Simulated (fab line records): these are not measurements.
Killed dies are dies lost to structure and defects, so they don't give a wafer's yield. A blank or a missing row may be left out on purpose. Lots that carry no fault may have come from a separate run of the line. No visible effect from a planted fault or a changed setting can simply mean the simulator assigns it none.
Matching of chambers	flow sky130	3 sister chambers for SKY_PASSIVATION_CVD_00 on pecvd-01
The step deposits SiO2, target thk 90 nm. 14 wafers are shown with their chamber, then 7 later ones without.

## WAFERS PAIRED WITH THEIR CHAMBERS
wafer	chamber	heater power w (W)
L890.1	1	653
L890.4	2	560
L890.6	1	669
L892.1	0	582
L892.3	2	681
L892.6	1	733
L893.1	2	695
L893.3	1	698
L893.5	1	687
L895.3	0	595
L895.4	2	701
L895.5	1	717
L897.2	2	598
L897.3	1	755

SIGNATURES (averages over the wafers above)
reading	chamber 0	chamber 1	chamber 2	scatter within a chamber
heater power w	588.50	701.71	647.00	46.9
Rule: for each reading, subtract the chamber's mean from the wafer's reading, divide by that reading's scatter and square the result; add these up over the readings and take the root, which gives the wafer's distance from the chamber. The wafer belongs to the nearest chamber; if the next one is less than 2 further off, it can't be placed. The scatter: take each reading less its chamber's mean, square it, sum over the shown wafers, divide by the number of wafers less the number of chambers, and take the root.

## WAFERS WHOSE CHAMBER IS MISSING
wafer	heater power w (W)
L897.4	612
L898.1	687
L898.5	585
L898.6	625
L911.4	641
L911.5	754
L911.6	707

## EACH ONE'S CHAMBER
wafer	from the rows above	in truth
L897.4	can't be placed: 0 or 2 or 1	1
L898.1	can't be placed: 1 or 2 or 0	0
L898.5	can't be placed: 0 or 2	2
L898.6	can't be placed: 2 or 0 or 1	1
L911.4	can't be placed: 2 or 0 or 1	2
L911.5	can't be placed: 1 or 2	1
L911.6	can't be placed: 1 or 2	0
Correct placement for 0 of the 7. Unplaceable from these rows: 7, with the true chamber sitting among the candidates in 6. Number placed wrongly: 0.
